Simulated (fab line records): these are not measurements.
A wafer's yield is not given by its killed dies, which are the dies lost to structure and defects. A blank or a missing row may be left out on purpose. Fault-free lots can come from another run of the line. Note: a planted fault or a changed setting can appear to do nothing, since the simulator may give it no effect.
fab line records	flow sky130
[record] lots = 5	wafers = 15	last_day = 49
route steps=708 shown VIA1@462
lots with no fault: from the same line, run without faults
start_h: hours from the record's first day to the start of the lot's first wafer shown	wait_h: hours from the lot's prior step to this one	" the same as in the row above	L1.1+2: several wafers, shown together as one row	- no value present, or no start provided	* or withheld: withheld	< > ~ a bound
route shown NAME@n: names a module that has steps shown in the file, with the first one's number in the route	usual: the fault-free wafers' mean and standard deviation	same: alike in all rows	chamber/n: place in a boat	sites: per-site readings	_std_site: standard deviation across them	_edge_site: mean of outer sites minus mean of inner sites	radius_mm: how far each site lies from the wafer's centre	mask NAME#n: copy n	behind: the tool/chamber that last shaped the wafer	hold: what put the lot on hold/how long, in hours/how the hold closed	device: names the non-switching transistor (n, p or np)	end of line: the route-end tests of the same wafers	a step with no rows: only its recipe	killed: dies that structure and defects cost at the first sort, which is not the same as the wafer's yield	map: a wafer's dies, x killed, . not, _ none there
set.NAME: setting as actually run; set.NAME@STEP: the setting as run at that earlier step	model.NAME: the simulator's own value behind a step, which no gauge read
certain route steps with their lots: each step a table, each wafer a row
services: when a tool's chamber went out of use (start_h, in hours from the record's first day, below 0 if earlier), for how many hours, and the reason
[[steps]]
[step SKY_VIA1_DEHYDRATE_04]
[recipe] temp_c = 200	time_s = 60
[usual] heater_power_total_W = 160.40/0.12	resist_line_temp_C = 23.02/0.097
lot.wafer	tool	chamber	start_h	wait_h	heater_power_total_W	resist_line_temp_C
L078.2	litho_track-02	0	813.11	11.8	160.31	23.09
L078.3	"	0	"	"	160.32	22.82
L078.6	"	0	"	"	160.19	22.94
L086.2	litho_track-01	0	868.28	12.2	160.34	22.80
L086.4	"	0	"	"	160.32	22.90
L086.5	"	0	"	"	160.40	23.04
L087.3	litho_track-01	0	874.50	10.9	160.25	23.13
L087.4	"	0	"	"	160.36	23.18
L087.5	"	0	"	"	160.18	23.07
L091.1	litho_track-02	0	908.64	11.9	160.53	23.13
L091.2	"	0	"	"	160.32	23.09
L091.6	"	0	"	"	160.49	23.00
L093.4	litho_track-03	0	927.56	10.3	160.36	22.94
L093.5	"	0	"	"	160.41	22.97
L093.6	"	0	"	"	160.51	22.94
[step SKY_VIA1_HMDS_05]
[recipe] prime_time_s = 60	prime_temp_c = 120
[usual] resist_line_temp_C = 23.00/0.1
lot.wafer	tool	chamber	start_h	wait_h	resist_line_temp_C
L078.2	litho_track-02	0	813.26	0.1	23.08
L078.3	"	0	"	"	23.24
L078.6	"	0	"	"	23.17
L086.2	litho_track-01	0	868.43	0.1	22.87
L086.4	"	0	"	"	22.91
L086.5	"	0	"	"	22.95
L087.3	litho_track-01	0	874.65	0.1	22.98
L087.4	"	0	"	"	23.00
L087.5	"	0	"	"	23.00
L091.1	litho_track-02	0	908.79	0.1	22.99
L091.2	"	0	"	"	22.89
L091.6	"	0	"	"	22.93
L093.4	litho_track-03	0	927.71	0.1	23.07
L093.5	"	0	"	"	23.00
L093.6	"	0	"	"	23.02
[step SKY_VIA1_COAT_06]
[recipe] resist = BARC	temp_c = withheld	time_s = withheld	spin_rpm = 3000	resist_thk_nm = 60
[usual] resist_line_temp_C = *
lot.wafer	tool	chamber	start_h	wait_h	resist_line_temp_C
L078.2	litho_track-02	0	813.41	0.1	*
L078.3	"	0	"	"	*
L078.6	"	0	"	"	*
L086.2	litho_track-01	0	868.58	0.1	*
L086.4	"	0	"	"	*
L086.5	"	0	"	"	*
L087.3	litho_track-01	0	874.80	0.1	*
L087.4	"	0	"	"	*
L087.5	"	0	"	"	*
L091.1	litho_track-02	0	908.94	0.1	*
L091.2	"	0	"	"	*
L091.6	"	0	"	"	*
L093.4	litho_track-03	0	927.86	0.1	*
L093.5	"	0	"	"	*
L093.6	"	0	"	"	*
[step SKY_VIA1_COAT_07]
[recipe] resist = KrF-thick	spin_rpm = 3000	resist_thk_nm = 450
[usual] resist_line_temp_C = 22.99/0.1
lot.wafer	tool	chamber	start_h	wait_h	resist_line_temp_C
L078.2	litho_track-02	0	-	-	23.25
L078.3	"	0	"	"	23.09
L078.6	"	0	"	"	23.04
L086.2	litho_track-01	0	-	-	22.85
L086.4	"	0	"	"	22.98
L086.5	"	0	"	"	22.88
L087.3	litho_track-01	0	-	-	22.94
L087.4	"	0	"	"	23.12
L087.5	"	0	"	"	23.09
L091.1	litho_track-02	0	-	-	22.93
L091.2	"	0	"	"	22.94
L091.6	"	0	"	"	23.00
L093.4	litho_track-03	0	-	-	22.92
L093.5	"	0	"	"	23.09
L093.6	"	0	"	"	23.05
[step SKY_VIA1_SOFTBAKE_08]
[recipe] temp_c = 100	time_s = 90	resist = KrF-thick
[usual] heater_power_total_W = 57.36/0.11	resist_line_temp_C = 23.00/0.11
lot.wafer	tool	chamber	start_h	wait_h	heater_power_total_W	resist_line_temp_C
L078.2	litho_track-02	0	-	-	57.19	23.01
L078.3	"	0	"	"	57.30	22.99
L078.6	"	0	"	"	57.58	22.91
L086.2	litho_track-01	0	-	-	57.21	22.95
L086.4	"	0	"	"	57.49	22.83
L086.5	"	0	"	"	57.24	22.80
L087.3	litho_track-01	0	-	-	57.17	22.95
L087.4	"	0	"	"	57.37	23.04
L087.5	"	0	"	"	57.18	22.96
L091.1	litho_track-02	0	-	-	57.34	23.12
L091.2	"	0	"	"	57.39	22.98
L091.6	"	0	"	"	57.15	23.10
L093.4	litho_track-03	0	-	-	57.24	22.96
L093.5	"	0	"	"	57.29	23.02
L093.6	"	0	"	"	57.19	22.90
[step SKY_VIA1_EXPOSE_09]
[recipe] mask_id = VIM	na = 0.8	source_shape = annular	sigma_inner = 0.55	sigma_outer = 0.85	target_cd_nm = 150	dose_mj = 38
lot.wafer	tool	chamber	start_h	wait_h	mask
L078.2+3+6	krf_scanner-01	0	-	-	VIM#0
L086.2+4+5	krf_scanner-02	0	-	-	VIM#0
L087.3+4+5	krf_scanner-01	0	-	-	VIM#0
L091.1+2+6	krf_scanner-02	0	-	-	VIM#0
L093.4+5+6	krf_scanner-01	0	-	-	VIM#0
[step SKY_VIA1_PEB_10]
[recipe] peb_temp_c = withheld	peb_time_s = withheld	resist = KrF-thick
[usual] resist_line_temp_C = *
lot.wafer	tool	chamber	start_h	wait_h	resist_line_temp_C
L078.2	litho_track-01	0	-	-	*
L078.3	"	0	"	"	*
L078.6	"	0	"	"	*
L086.2	litho_track-01	0	-	-	*
L086.4	"	0	"	"	*
L086.5	"	0	"	"	*
L087.3	litho_track-01	0	-	-	*
L087.4	"	0	"	"	*
L087.5	"	0	"	"	*
L091.1	litho_track-03	0	-	-	*
L091.2	"	0	"	"	*
L091.6	"	0	"	"	*
L093.4	litho_track-01	0	-	-	*
L093.5	"	0	"	"	*
L093.6	"	0	"	"	*
[step SKY_VIA1_DEVELOP_11]
[recipe] develop_time_s = 60	resist = KrF-thick	dev_temp_c = 21
[usual] resist_line_temp_C = 22.98/0.094
lot.wafer	tool	chamber	start_h	wait_h	resist_line_temp_C
L078.2	litho_track-01	0	-	-	23.18
L078.3	"	0	"	"	23.10
L078.6	"	0	"	"	22.93
L086.2	litho_track-01	0	-	-	22.87
L086.4	"	0	"	"	22.91
L086.5	"	0	"	"	23.01
L087.3	litho_track-01	0	-	-	22.98
L087.4	"	0	"	"	22.94
L087.5	"	0	"	"	22.85
L091.1	litho_track-03	0	-	-	22.96
L091.2	"	0	"	"	23.05
L091.6	"	0	"	"	22.87
L093.4	litho_track-01	0	-	-	23.02
L093.5	"	0	"	"	23.04
L093.6	"	0	"	"	22.99
[step SKY_VIA1_CD_MEAS_12]
[recipe] target_cd_nm = 150
[usual] cd_nm = 149.8/1.9
lot.wafer	tool	chamber	start_h	wait_h	cd_nm
L078.2	cd_sem-02	-	825.72	-	148.4
L078.3	"	-	"	"	148.4
L078.6	"	-	"	"	148.6
L086.2	cd_sem-01	-	881.67	-	151.0
L086.4	"	-	"	"	150.8
L086.5	"	-	"	"	149.6
L087.3	cd_sem-02	-	889.24	-	148.3
L087.4	"	-	"	"	148.2
L087.5	"	-	"	"	147.8
L091.1	cd_sem-01	-	921.98	-	150.2
L091.2	"	-	"	"	148.4
L091.6	"	-	"	"	150.7
L093.4	cd_sem-02	-	941.41	-	147.9
L093.5	"	-	"	"	148.4
L093.6	"	-	"	"	147.6
[step SKY_VIA1_OVL_MEAS_13]
[usual] VIA1_OVL = 1/4.4
lot.wafer	tool	chamber	start_h	wait_h	VIA1_OVL[nm]
L078.2	overlay-01	-	825.83	0.1	0
L078.3	"	-	"	"	3
L078.6	"	-	"	"	0
L086.2	overlay-01	-	881.78	0.1	-10
L086.4	"	-	"	"	-6
L086.5	"	-	"	"	-6
L087.3	overlay-02	-	889.34	0.1	-1
L087.4	"	-	"	"	-3
L087.5	"	-	"	"	-2
L091.1	overlay-01	-	922.10	0.1	-4
L091.2	"	-	"	"	-3
L091.6	"	-	"	"	3
L093.4	overlay-01	-	941.49	0.1	1
L093.5	"	-	"	"	2
L093.6	"	-	"	"	1
[step SKY_VIA1_ETCH_14]
[recipe] chemistry = N2/H2	target = BARC	ion_energy_ev = 200	source_w = 500	bias_w = 100	pressure_mtorr = 30	n2_flow_sccm = 100	h2_flow_sccm = 200	stop_on = SiO2	time_s = 45.9	target_depth_a = 600
[usual] bias_w = 99.95/0.28	drypump_motor_current_A = 5.82/0.3	n2_flow_sccm = 100.02/0.29	oes_product_au = 0.855/0.0049	throttle_valve_pct = 13.225/0.009
lot.wafer	tool	chamber	start_h	wait_h	bias_w	drypump_motor_current_A	n2_flow_sccm	oes_product_au	rf_hours_counter_h	throttle_valve_pct
L078.2	rie_diel-02	0	825.86	0.0	99.84	5.73	100.01	0.860	9	13.219
L078.3	"	2	"	"	99.93	5.83	99.68	0.852	18	13.216
L078.6	"	1	"	"	100.31	5.82	99.85	0.849	-	13.219
L086.2	rie_diel-02	2	881.81	0.0	100.15	5.81	100.30	0.860	20	13.225
L086.4	"	1	"	"	99.17	5.76	100.25	0.855	4	13.230
L086.5	"	2	"	"	100.45	5.82	100.15	0.855	-	13.237
L087.3	rie_diel-04	0	889.36	0.0	99.86	5.46	99.82	0.856	1	13.224
L087.4	"	2	"	"	99.82	5.89	99.81	0.857	9	13.249
L087.5	"	0	"	"	100.32	5.44	99.65	0.860	-	13.233
L091.1	rie_diel-01	3	922.14	0.0	99.95	6.24	100.12	0.852	11	13.227
L091.2	"	0	"	"	99.94	5.66	100.30	0.859	12	13.228
L091.6	"	0	"	"	99.89	5.65	100.13	0.864	-	13.209
L093.4	rie_diel-02	1	941.51	0.0	100.17	5.79	99.97	0.847	6	13.242
L093.5	"	1	"	"	99.88	5.78	100.32	0.846	-	13.218
L093.6	"	0	"	"	100.03	5.73	99.86	0.851	-	13.221
[step SKY_VIA1_ETCH_15]
[recipe] target = SiO2	chemistry = C4F8/O2/Ar	target_depth_nm = 351	stop_on = TiN	mask_material = KrF-thick	source_w = 1500	bias_w = 1200	pressure_mtorr = 40	c4f8_flow_sccm = withheld	O2_flow_sccm = 6	Ar_flow_sccm = 300	time_s = 52.85
[usual] bias_w = 1200/3.5	oes_product_au = 0.988/0.0076
lot.wafer	tool	chamber	start_h	wait_h	bias_w	oes_product_au	rf_hours_counter_h
L078.2	rie_diel-02	0	825.90	0.0	1205	0.992	9
L078.3	"	2	"	"	1198	0.987	18
L078.6	"	1	"	"	1199	0.976	-
L086.2	rie_diel-02	2	881.85	0.0	1199	0.982	20
L086.4	"	1	"	"	1199	0.991	4
L086.5	"	2	"	"	1200	0.987	-
L087.3	rie_diel-04	0	889.40	0.0	1203	0.976	1
L087.4	"	2	"	"	1197	0.989	9
L087.5	"	0	"	"	1197	0.981	-
L091.1	rie_diel-01	3	922.18	0.0	1207	0.979	11
L091.2	"	0	"	"	1201	0.994	12
L091.6	"	0	"	"	1197	0.984	-
L093.4	rie_diel-02	1	941.55	0.0	1207	0.986	6
L093.5	"	1	"	"	1200	0.990	-
L093.6	"	0	"	"	1201	0.996	-
[step SKY_VIA1_STRIP_16]
[recipe] chemistry = O2/N2	power_w = 1400	pressure_mtorr = 1500	platen_temp_c = withheld	o2_flow_sccm = 3000	n2_flow_sccm = 300	overash_fraction = 0.5
[usual] drypump_motor_current_A = 5.7/0.4	n2_flow_sccm = 300.1/0.82	oes_product_au = 0.417/0.0043	strip_time_to_endpoint_s = 4.474/0.025
lot.wafer	tool	chamber	start_h	wait_h	drypump_motor_current_A	n2_flow_sccm	oes_product_au	rf_hours_counter_h	strip_time_to_endpoint_s
L078.2	plasma_asher-02	1	825.95	0.0	4.9	301.7	0.418	68	4.489
L078.3	"	0	"	"	5.5	300.7	0.418	-	4.503
L078.6	"	0	"	"	5.5	300.5	0.416	-	4.478
L086.2	plasma_asher-02	0	881.90	0.0	5.5	300.6	0.420	74	4.485
L086.4	"	1	"	"	4.9	300.0	0.418	-	4.442
L086.5	"	1	"	"	4.9	300.8	0.409	-	4.466
L087.3	plasma_asher-03	1	889.48	0.1	6.2	300.2	0.420	-	4.480
L087.4	"	0	"	"	5.9	297.9	0.420	-	4.492
L087.5	"	1	"	"	6.2	300.4	0.422	-	4.484
L091.1	plasma_asher-03	1	922.23	0.0	6.2	300.2	0.420	51	4.474
L091.2	"	0	"	"	5.9	299.9	0.414	51	4.478
L091.6	"	1	"	"	6.1	299.9	0.414	-	4.484
L093.4	plasma_asher-04	1	941.63	0.1	5.6	301.5	0.424	-	4.463
L093.5	"	0	"	"	5.9	300.0	0.413	-	4.472
L093.6	"	1	"	"	5.6	299.3	0.416	-	4.459
[step SKY_VIA1_STRIP_17]
[recipe] chemistry = post_etch_residue_remover	time_s = 1200	temp_c = 72.5
lot.wafer	tool	chamber	start_h	wait_h
L078.2+3+6	wet_bench-02	1	826.05	0.1
L086.2+4+5	wet_bench-04	2	882.00	0.1
L087.3+4+5	wet_bench-02	0	889.55	0.0
L091.1+2+6	wet_bench-04	3	922.33	0.1
L093.4+5+6	wet_bench-02	0	941.70	0.0
[step SKY_VIA1_CLEAN_18]
[recipe] chemistry = IPA	time_s = 180	temp_c = 25
lot.wafer	tool	chamber	start_h	wait_h
L078.2+3+6	wet_bench-03	2	826.42	0.0
L086.2+4+5	wet_bench-03	0	882.37	0.0
L087.3+4+5	wet_bench-04	2	889.89	0.0
L091.1+2+6	wet_bench-03	2	922.70	0.0
L093.4+5+6	wet_bench-03	1	942.04	0.0
[step SKY_VIA1_CLEAN_19]
[recipe] chemistry = O3/DIW	dry = n2_spin
lot.wafer	tool	chamber	start_h	wait_h
L078.2+3+6	wet_bench-04	3	826.48	0.0
L086.2+4+5	wet_bench-04	0	882.43	0.0
L087.3+4+5	wet_bench-03	1	889.95	0.0
L091.1+2+6	wet_bench-02	3	922.76	0.0
L093.4+5+6	wet_bench-04	0	942.10	0.0
[[services]]
tool	chamber	start_h	hours	kind
plasma_asher-03	-	796.02	35.5	repair
plasma_asher-03	-	798.37	3.5	repair
krf_scanner-01	-	802.21	1.3	pm
krf_scanner-01	-	806.44	3.6	pm
rie_diel-04	0	813.48	-	clean
rie_diel-04	0	813.48	14.7	scheduled_down
rie_diel-01	1	814.24	116.6	repair
rie_diel-02	3	825.79	18.5	repair
plasma_asher-02	-	830.58	1.3	repair
plasma_asher-03	-	831.99	4.6	repair
krf_scanner-01	-	839.00	4.4	pm
rie_diel-01	2	850.42	7.2	repair
rie_diel-02	1	860.61	5.5	repair
krf_scanner-02	-	862.09	0.8	repair
plasma_asher-04	-	869.57	28.1	pm
krf_scanner-01	-	884.26	1.0	pm
krf_scanner-02	-	887.26	0.8	pm
rie_diel-02	-	897.36	2.8	pm
plasma_asher-03	-	911.29	0.5	repair
krf_scanner-01	-	913.31	1.5	repair
krf_scanner-02	-	917.88	48.3	repair
plasma_asher-02	-	920.26	4.9	repair
rie_diel-01	1	936.36	6.8	repair
rie_diel-01	0	936.99	10.5	repair
[[key]]
fault none
